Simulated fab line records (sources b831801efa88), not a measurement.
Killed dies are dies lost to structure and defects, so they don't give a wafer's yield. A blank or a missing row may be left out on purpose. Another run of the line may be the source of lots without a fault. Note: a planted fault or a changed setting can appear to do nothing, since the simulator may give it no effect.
Matching of chambers | flow gf180mcu | cmp-01 running GF_V3_CMP_04: 4 sister chambers
The step polishes SiO2. 18 wafers are shown with their chamber, then 9 later ones without.

EACH WAFER AND ITS CHAMBER
wafer  | chamber | motorCurrentA (A) | headPressurePsi (psi) | timeToEndpointS (s)
L573.3 | 2       | 11.1              | 4.003                 | 79
L573.4 | 0       | 10.5              | 3.998                 | 86
L573.6 | 3       | 12.2              | 3.996                 | 95
L575.3 | 2       | 11.9              | 3.992                 | 85
L575.5 | 0       | 10.3              | 4.004                 | 80
L575.6 | 1       | 11.7              | 3.992                 | 83
L581.1 | 0       | 10.9              | 3.997                 | 77
L581.5 | 0       | 11.3              | 4.004                 | 80
L581.6 | 1       | 11.3              | 4.006                 | 86
L585.1 | 2       | 10.9              | 3.995                 | 78
L585.3 | 0       | 10.6              | 3.999                 | 84
L585.4 | 3       | 12.8              | 4.008                 | 82
L587.1 | 0       | 10.0              | 4.027                 | 73
L587.5 | 0       | 10.5              | 4.004                 | 84
L587.6 | 1       | 11.5              | 4.004                 | 76
L588.2 | 3       | 12.8              | 3.988                 | 74
L588.3 | 0       | 10.1              | 4.004                 | 69
L588.6 | 3       | 12.3              | 3.993                 | 75

SIGNATURES, as means of the wafers listed above
reading         | chamber 0 | chamber 1 | chamber 2 | chamber 3 | scatter within a chamber
motorCurrentA   | 10.525    | 11.500    | 11.300    | 12.525    | 0.397
headPressurePsi | 4.00462   | 4.00067   | 3.99667   | 3.99625   | 0.00859
timeToEndpointS | 79.12     | 81.67     | 80.67     | 81.50     | 6.56
Rule: for a wafer and a chamber, the distance is found by dividing, reading by reading, the gap between the wafer's reading and the chamber's mean by the reading's scatter, squaring, summing and taking the root. If the next closest chamber is less than 2 further off than the closest, the wafer can't be placed; otherwise it belongs to the closest. The scatter is the square root of a quotient: the sum, over the shown wafers, of each reading's squared deviation from its chamber's mean, divided by wafers minus chambers.

WAFERS MISSING THEIR CHAMBER
wafer  | motorCurrentA (A) | headPressurePsi (psi) | timeToEndpointS (s)
L589.3 | 12.4              | 3.994                 | 73
L589.4 | 11.4              | 3.997                 | 74
L589.6 | 12.5              | 3.992                 | 75
L592.3 | 10.3              | 4.007                 | 72
L592.4 | 11.9              | 4.008                 | 74
L592.6 | 11.6              | 3.996                 | 78
L594.2 | 11.6              | 4.008                 | 75
L594.3 | 12.1              | 3.989                 | 76
L594.5 | 10.5              | 3.998                 | 78

WHICH CHAMBER EACH WENT THROUGH
wafer  | from the rows above               | in truth
L589.3 | can't be placed: 3 or 1 or 2      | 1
L589.4 | can't be placed: 2 or 1 or 0      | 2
L589.6 | can't be placed: 3 or 1           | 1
L592.3 | can't be placed: 0 or 2           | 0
L592.4 | can't be placed: 1 or 2 or 3 or 0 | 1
L592.6 | can't be placed: 1 or 2 or 3      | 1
L594.2 | can't be placed: 1 or 2 or 0 or 3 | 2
L594.3 | can't be placed: 3 or 1 or 2      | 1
L594.5 | can't be placed: 0 or 2 or 1      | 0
Correctly placed: 0 of 9. Can't be placed from these rows: 9 (the true chamber is among the candidates in 9). 0 placed wrongly.
